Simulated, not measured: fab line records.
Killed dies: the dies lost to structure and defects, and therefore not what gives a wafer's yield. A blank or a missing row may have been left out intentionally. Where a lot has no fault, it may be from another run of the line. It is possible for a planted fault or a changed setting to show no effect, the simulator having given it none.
Which of the tools did it? ; flow sky130 ; 21 wafers from 7 lots sampled at 3 of the route's 708 steps

== WHAT THE GAUGES SHOWED, per wafer ==
SKY_SD_P_TW_MEAS_11.
lot;measured;on;SD_P_TW
L948;day 25 18:02;film metro-03;2817 2794 2797
L953;day 27 22:44;film metro-03;2790 2788 2796
L954;day 28 01:40;film metro-02;30 30 30
L960;day 29 19:13;film metro-03;2817 2816 2822
L965;day 31 04:25;film metro-02;2798 2820 2809
L968;day 32 10:10;film metro-02;2796 2785 2807
L970;day 32 19:23;film metro-02;2788 2803 2812

== WHICH TOOL RAN EACH LOT (tool, then ch and the chambers of the sampled wafers, then the start) ==
lot;SKY_SD_P_IMPLANT_09;SKY_SD_P_STRIP_10
L948;implanter-03 ch 0, day 25 17:47;plasma asher-03 ch 0,1, day 25 17:56
L953;implanter-04 ch 0, day 27 22:31;plasma asher-03 ch 0,1, day 27 22:39
L954;implanter-03, day 28 01:25;plasma asher-03 ch 0,1, day 28 01:34
L960;implanter-04 ch 0, day 29 18:58;plasma asher-03 ch 0,1, day 29 19:07
L965;implanter-03 ch 0, day 31 04:10;plasma asher-03 ch 0,1, day 31 04:19
L968;implanter-02 ch 0, day 32 09:55;plasma asher-03 ch 0,1, day 32 10:04
L970;implanter-04 ch 0, day 32 19:08;plasma asher-04 ch 0,1, day 32 19:17
- SKY_SD_P_IMPLANT_09
- SKY_SD_P_STRIP_10: strips in O2/N2.

== THE ANSWER, worked out from the rows above alone ==
Rule: the usual values come from the lots themselves. Put in order of their means at a reading, lots are off if they are a third of the lots or fewer, leave a main group of 4 or more, and stand apart from it by a gap of 3 or more times the standard deviation of the main group's means; of several such gaps the widest counts. A main group whose means are all the same, to the digits that the tables above print for the reading, isn't used. A lot without any number at a reading at which 4 lots or more have one is off too. Where the step has rows for the other lots, those lots are counted as sound.
Off: at SKY_SD_P_TW_MEAS_11 (SD_P_TW), L954. For the main group the mean is 2803 and the standard deviation 8.8.
A tool fits if, at a process step before that reading, it ran every lot that is off, and no sound lot after the first of them. Those tools and the gauges at SKY_SD_P_TW_MEAS_11 are tried in the same way. Of those tried, none fits.

== WHAT HAD BEEN PUT IN BY THE SIMULATOR ==
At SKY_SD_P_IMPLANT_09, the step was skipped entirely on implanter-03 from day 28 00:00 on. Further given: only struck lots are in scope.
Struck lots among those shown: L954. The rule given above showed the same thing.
